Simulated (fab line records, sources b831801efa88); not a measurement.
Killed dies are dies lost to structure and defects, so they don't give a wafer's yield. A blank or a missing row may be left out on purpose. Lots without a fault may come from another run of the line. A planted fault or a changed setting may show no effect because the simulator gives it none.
One fault seen from 2 desks | flow sky130 | each desk has only its own numbers; what lay behind them comes last

THE METROLOGY DESK
What the gauges read, lot by lot, whatever tool the lot ran on: means of the sampled wafers that have a number. A lot is out of limits, marked OUT, if its mean lies more than 4 standard deviations from the usual mean; the brackets give that distance.
Columns: A = GATE_OXIDE_OXIDATION_00_THK at SKY_GATE_OXIDE_THK_MEAS_02, usual 10.27 nm; B = METAL2_OVL at SKY_METAL2_OVL_MEAS_16, usual -3 nm; C = cd_nm at SKY_VIA2_CD_MEAS_12, usual 200.1 nm
lot  | first seen here | A               | B   | C
L210 | day 12 19:47    | 10.12           | -12 | 197.9
L211 | day 13 03:59    | 10.18           | -7  | 200.0
L212 | day 13 12:55    | 10.22           | 3   | 199.8
L214 | day 13 18:21    | 10.25           | -3  | 201.2
L215 | day 14 10:21    | 10.18           | 2   | 200.5
L216 | day 14 16:26    | 10.18           | -6  | 200.0
L224 | day 17 19:41    | 9.01 (-7.4) OUT | -10 | 199.8
L225 | day 18 03:45    | 8.76 (-8.9) OUT | -8  | 200.1
L227 | day 18 12:00    | 10.38           | -9  | 203.7
L229 | day 19 11:46    | 10.18           | -3  | 201.3
L233 | day 20 13:44    | 10.31           | -2  | 200.5
This desk's finding: out of limits on L224, L225; first on L224, day 17 19:41 (GATE_OXIDE_OXIDATION_00_THK at SKY_GATE_OXIDE_THK_MEAS_02). In limits: L210, L211, L212, L214, L215, L216, L227, L229, L233.

THE TOOL OWNER'S DESK: furnace-02
The tool's own readings at SKY_GATE_OXIDE_OXIDATION_01 (stabilise 600 s, purge 300 s, target thk 10.268 nm): means of the sampled wafers that have a number, for each lot that ran on this tool. A lot is out of limits, marked OUT, if its mean lies more than 4 standard deviations from the usual mean; the brackets give that distance. Of its 8 readings 7 are shown: the one that was out of limits first, and those that lie furthest out on some lot.
Columns: A = spike_tc_bottom_C at SKY_GATE_OXIDE_OXIDATION_01, usual 919.3 C; B = spike_tc_centre_C at SKY_GATE_OXIDE_OXIDATION_01, usual 900.3 C; C = spike_tc_lower_C at SKY_GATE_OXIDE_OXIDATION_01, usual 901.0 C; D = spike_tc_top_C at SKY_GATE_OXIDE_OXIDATION_01, usual 910.7 C; E = spike_tc_upper_C at SKY_GATE_OXIDE_OXIDATION_01, usual 900.1 C; F = tube_center_temp_C at SKY_GATE_OXIDE_OXIDATION_01, usual 900 C; G = tube_center_temp_C_max at SKY_GATE_OXIDE_OXIDATION_01, usual 902.3
lot  | first seen here | A               | B               | C                | D               | E               | F                     | G
L211 | day 13 02:33    | 919.9           | 900.8           | 899.1            | 910.4           | 901.1           | 900                   | 902.1
L212 | day 13 11:30    | 920.3           | 899.8           | 899.4            | 910.6           | 899.5           | 900                   | 902.2
L214 | day 13 16:56    | 919.0           | 900.0           | 900.0            | 909.9           | 901.3           | 900                   | 902.2
L224 | day 17 18:16    | 906.1 (-12) OUT | 886.2 (-14) OUT | 886.1 (-7.8) OUT | 897.6 (-13) OUT | 886.4 (-12) OUT | 886 (-99 or more) OUT | 888.5 (-34) OUT
L225 | day 18 02:19    | 905.8 (-12) OUT | 886.6 (-14) OUT | 885.6 (-8.1) OUT | 896.5 (-14) OUT | 886.3 (-13) OUT | 886 (-99 or more) OUT | 888.8 (-33) OUT
L233 | day 20 12:19    | 920.1           | 900.6           | 900.3            | 909.8           | 900.5           | 900                   | 902.3
This desk's finding: out of limits on L224, L225; first on L224, day 17 18:16 (spike_tc_bottom_C at SKY_GATE_OXIDE_OXIDATION_01). In limits: L211, L212, L214, L233.

PUT TOGETHER
The tool owner's desk could have raised an alarm at day 17 18:16, on L224, L225.
The metrology desk could have raised an alarm at day 17 19:41, on L224, L225.
Of the lots named, all ran SKY_GATE_OXIDE_OXIDATION_01 on furnace-02.

WHAT THE SIMULATOR HAD PUT IN
Process parameter drift: furnace-02, from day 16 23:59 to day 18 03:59, at SKY_GATE_OXIDE_OXIDATION_01. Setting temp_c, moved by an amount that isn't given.
Lots struck among those shown: L224, L225.
Hours from the fault's start to each desk's first reading out of limits: the tool owner's desk, 18; the metrology desk, 20.
